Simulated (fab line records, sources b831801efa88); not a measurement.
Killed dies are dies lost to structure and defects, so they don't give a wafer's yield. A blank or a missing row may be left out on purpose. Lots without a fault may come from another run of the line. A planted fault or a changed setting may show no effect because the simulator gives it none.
One fault seen from 2 desks | flow gf180mcu | each desk has only its own numbers; what lay behind them comes last

THE METROLOGY DESK
What the gauges read, lot by lot, whatever tool the lot ran on: means of the sampled wafers that have a number. A lot is out of limits, marked OUT, if its mean lies more than 4 standard deviations from the usual mean; the brackets give that distance.
Columns: A = V1_CVD_00_THK at GF_V1_THK_MEAS_01, usual 600 nm
lot  | first seen here | A
L833 | day 17 06:39    | 613
L835 | day 18 05:31    | 608
L837 | day 18 20:21    | 600
L838 | day 19 13:34    | 604
L839 | day 19 18:39    | 597
L840 | day 20 01:31    | 592
L841 | day 20 06:47    | 600
L842 | day 20 22:20    | 607
L843 | day 21 02:32    | 599
L844 | day 21 12:23    | 597
L850 | day 23 14:09    | 299 (-42) OUT
L851 | day 23 22:11    | 298 (-43) OUT
This desk's finding: out of limits on L850, L851; first on L850, day 23 14:09 (V1_CVD_00_THK at GF_V1_THK_MEAS_01). In limits: L833, L835, L837, L838, L839, L840, L841, L842, L843, L844.

THE TOOL OWNER'S DESK: hdpcvd-01
The tool's own readings at GF_V1_CVD_00 (deposits SiO2, target thk 600 nm, time 100 s): means of the sampled wafers that have a number, for each lot that ran on this tool. A lot is out of limits, marked OUT, if its mean lies more than 4 standard deviations from the usual mean; the brackets give that distance.
Columns: A = sih4_flow_sccm at GF_V1_CVD_00, usual 59.99 sccm
lot  | first seen here | A
L833 | day 17 06:34    | 60.00
L835 | day 18 05:25    | 60.00
L837 | day 18 20:16    | 60.05
L838 | day 19 13:29    | 59.95
L839 | day 19 18:35    | 59.88
L841 | day 20 06:40    | 59.80
L842 | day 20 22:16    | 59.98
L844 | day 21 12:19    | 59.98
L850 | day 23 14:04    | 30.00 (-99 or more) OUT
L851 | day 23 22:05    | 30.04 (-99 or more) OUT
This desk's finding: out of limits on L850, L851; first on L850, day 23 14:04 (sih4_flow_sccm at GF_V1_CVD_00). In limits: L833, L835, L837, L838, L839, L841, L842, L844.

PUT TOGETHER
The tool owner's desk could have raised an alarm at day 23 14:04, on L850, L851.
The metrology desk could have raised an alarm at day 23 14:09, on L850, L851.
Of the lots named, all ran GF_V1_CVD_00 on hdpcvd-01.

WHAT THE SIMULATOR HAD PUT IN
Process parameter drift: hdpcvd-01, from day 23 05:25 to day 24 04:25, at GF_V1_CVD_00. Setting sih4_flow_sccm, moved by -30, from 60. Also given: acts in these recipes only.
Lots struck among those shown: L850, L851.
Hours from the fault's start to each desk's first reading out of limits: the tool owner's desk, 9; the metrology desk, 9.
